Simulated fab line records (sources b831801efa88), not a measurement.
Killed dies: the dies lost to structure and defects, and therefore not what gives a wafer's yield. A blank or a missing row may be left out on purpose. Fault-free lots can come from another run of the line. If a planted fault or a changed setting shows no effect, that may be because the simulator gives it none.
A struck lot beside a sound one    flow sky130    18 out of 708 route steps
Sound: these wafers, L863.1, L863.4, L863.5. The struck wafers were L852.3, L852.4, L852.6. The cause is given at the end.
For every step that has rows: the tool of each side, followed by ch and its chambers, followed by its first start. Under that, the readings that differ: sound wafers    struck wafers    difference of the means    sigmas: that difference in standard deviations of wafers without a fault.
alike: readings whose means differ by less than 2 such deviations, and words and numbers that are the same on both sides. not compared: withheld readings, readings that some wafer has no value for, bounds like >300 that may hide the same value, and numbers for which the record gives no deviation and whose values overlap.
A row with sigmas, a row that says differs or no value, or rows on one side alone: a step with any of these is where the two part. Numbers that don't overlap but have no deviation are shown without sigmas and don't part them. Lack of a reading on every wafer of one side parts them only where that side has two or more wafers.

first, 3 steps without rows for these wafers: SKY_LI_CONTACT_EXPOSE_09 (exposes mask LICM1, target cd 170 nm); SKY_LI_CONTACT_PEB_10; SKY_LI_CONTACT_DEVELOP_11 (develop time 60 s).
SKY_LI_CONTACT_CD_MEAS_12 targets a cd of 170 nm.
  sound on cd sem-02, day 35 14:44; struck on cd sem-02, day 32 05:05
  alike: cd nm
SKY_LI_CONTACT_OVL_MEAS_13:
  sound on overlay-01, day 35 14:52; struck on overlay-02, day 32 05:11
  alike: LI_CONTACT_OVL
SKY_LI_CONTACT_ETCH_14: etches BARC in N2/H2, stops on SiO2, time 45.9 s, target depth 60 nm.
  sound on rie diel-01 ch 0,1,2, day 35 14:54; struck on rie diel-01 ch 2,3, day 32 05:13
  alike: bias w, drypump motor current A, oes product au, throttle valve pct
  not compared: rf hours counter h
SKY_LI_CONTACT_ETCH_15: etches PSG in C4F8/O2/Ar, stops on Si, target depth 600 nm.
  sound on rie diel-01 ch 0,1,2, day 35 14:56; struck on rie diel-01 ch 2,3, day 32 05:15
  alike: bias w, oes product au
then, 3 steps without rows for these wafers: SKY_LI_CONTACT_STRIP_16 (strips in O2/N2); SKY_LI_CONTACT_CLEAN_17 (cleans in NMP, time 600 s); SKY_LI_CONTACT_PRE_CLEAN_18 (time 5.6 s).
SKY_LI_CONTACT_SPUTTER_19: material Ti, target thk 20 nm, time 106.37 s.
  sound on pvd sputter-04, day 35 15:32; struck on pvd sputter-04, day 32 05:48
  alike: substrate temp c, throttle valve pct
SKY_LI_CONTACT_SPUTTER_20: material TiN, target thk 20 nm, time 80 s.
  sound on pvd sputter-04, day 35 15:37; struck on pvd sputter-04, day 32 05:53
  alike: throttle valve pct
SKY_LI_CONTACT_CVD_21: deposits W, target thk 400 nm, time 120.56 s.
  sound on cvd w-01 ch 0,1, day 35 15:40; struck on cvd w-01 ch 0,1, day 32 05:59
reading                                   sound                 struck                difference  sigmas
susceptor temp C (C)                      400.22 400.33 399.92  384.19 384.37 384.81  -15.70      -63
model.W_of_LI_CONTACT_CVD_21.thk nm (nm)  396.2 398.5 395       301.1 299.5 300.8     -96.1       
  alike: chamber pressure Torr, heater power w
SKY_LI_CONTACT_RS_MEAS_22: uses a four-point probe to measure.
  sound on film metro-01, day 35 15:47; struck on film metro-01, day 32 06:07
reading                   sound                 struck                difference  sigmas
LI_CONTACT_W_RS (ohm/sq)  0.2877 0.2862 0.2883  0.3787 0.3810 0.3787  +0.0921     +35
SKY_LI_CONTACT_THK_MEAS_23: measures by xrf.
  sound on film metro-01, day 35 15:55; struck on film metro-01, day 32 06:13
reading                sound        struck       difference  sigmas
LI_CONTACT_W_THK (nm)  392 395 391  303 301 301  -91         -16
SKY_LI_CONTACT_CMP_24: polishes, stops on PSG, t overpolish 20 s, target thk 0 nm.
  sound on cmp-01 ch 0,2, day 35 15:58; struck on cmp-01 ch 2,3, day 32 06:18
reading                 sound     struck    difference  sigmas
time to endpoint s (s)  98 97 98  74 73 74  -24         -7
  alike: motor current A, retaining ring pressure frac, slurry flow ml min
SKY_LOCAL_INTERCONNECT_SPUTTER_00: material TiN, target thk 100 nm, time 83.3 s.
  sound on pvd sputter-04, day 35 16:16; struck on pvd sputter-03, day 32 06:33
  alike: substrate temp c, throttle valve pct
next, for these wafers, 1 step has no rows: SKY_PAD_OPEN_PROBE_99.

== WHERE THEY PART ==
Earliest at SKY_LI_CONTACT_CVD_21; latest, in this record, at SKY_LI_CONTACT_CMP_24. Later steps at which nothing parts them and some readings are alike: SKY_LOCAL_INTERCONNECT_SPUTTER_00.

WHY: what had been put in by the simulator
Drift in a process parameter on cvd w-01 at SKY_LI_CONTACT_CVD_21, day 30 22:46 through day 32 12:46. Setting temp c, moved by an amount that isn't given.
